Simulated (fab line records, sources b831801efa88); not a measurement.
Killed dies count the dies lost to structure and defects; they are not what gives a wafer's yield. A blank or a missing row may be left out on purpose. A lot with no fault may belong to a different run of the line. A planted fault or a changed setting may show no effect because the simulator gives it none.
Which tool was responsible? -- flow gf180mcu -- Sampling: 6 lots, 17 wafers, 4 of 602 route steps

## WHAT THE GAUGES SHOWED, per wafer
GF_M4_CD_MEAS_14 targets a cd of 280 nm.
lot,measured,on,cdNm (nm)
L147,day 24 05:25,cdSem-01,279.5 279.7 279.5
L152,day 26 07:40,cdSem-01,294.8 278.8
L161,day 28 20:53,cdSem-02,280.3 280.2 280.6
L163,day 29 16:47,cdSem-01,280.8 280.6 280.1
L165,day 29 21:02,cdSem-02,280.3 279.7 278.9
L166,day 30 11:57,cdSem-02,282.2 281.4 281.8

## TOOL THAT RAN EACH LOT (tool first, then ch and the chambers of the sampled wafers, then the start)
lot,GF_V3_CVD_02,GF_M4_SPUTTER_00,GF_M4_PEB_12
L147,"pecvd-02 ch 0,2, day 22 05:45","pvdSputter-04, day 23 06:30","lithoTrack-03 ch 0, day 24 05:04"
L152,"pecvd-01 ch 0,1, day 24 10:31","pvdSputter-04, day 25 10:47","lithoTrack-03 ch 0, day 26 07:20"
L161,"pecvd-03 ch 1,2, day 27 02:41","pvdSputter-04, day 28 01:01","lithoTrack-01 ch 0, day 28 20:32"
L163,"pecvd-03 ch 0,2, day 28 00:07","pvdSputter-01, day 28 21:19","lithoTrack-04 ch 0, day 29 16:26"
L165,"pecvd-01 ch 0,1,2, day 28 05:00","pvdSputter-04, day 29 02:16","lithoTrack-03 ch 0, day 29 20:43"
L166,"pecvd-02 ch 0,1,2, day 28 20:48","pvdSputter-01, day 29 17:26","lithoTrack-04 ch 0, day 30 11:37"
- GF_V3_CVD_02: deposits SiO2 from TEOS, target thk 850 nm, time 94.851 s.
- GF_M4_SPUTTER_00: material Ti, target thk 37.5 nm, time 150 s.
- GF_M4_PEB_12: peb time 90 s.

## THE ANSWER, worked out from the rows above alone
Rule: the lots themselves supply what counts as usual. The widest of any qualifying gaps counts: lots, ordered by their means at a reading, are off when they make up no more than a third of the lots, leave a main group of 4 or more, and stand apart from it by 3 or more times the standard deviation of that group's means. Not used: any main group whose means are identical at the precision the tables above print for the reading. A lot without any number at a reading at which 4 lots or more have one is off too. The other lots that the step has rows for count as sound.
Off, at GF_M4_CD_MEAS_14 on cdNm: L152. Main group: mean 280.4 nm, sd 0.81.
A tool fits if, at a process step before that reading, it ran every lot that is off, and no sound lot after the first of them. The gauges at GF_M4_CD_MEAS_14 are tried like those tools. No candidate that was tried fits.

## WHAT THE SIMULATOR PUT IN
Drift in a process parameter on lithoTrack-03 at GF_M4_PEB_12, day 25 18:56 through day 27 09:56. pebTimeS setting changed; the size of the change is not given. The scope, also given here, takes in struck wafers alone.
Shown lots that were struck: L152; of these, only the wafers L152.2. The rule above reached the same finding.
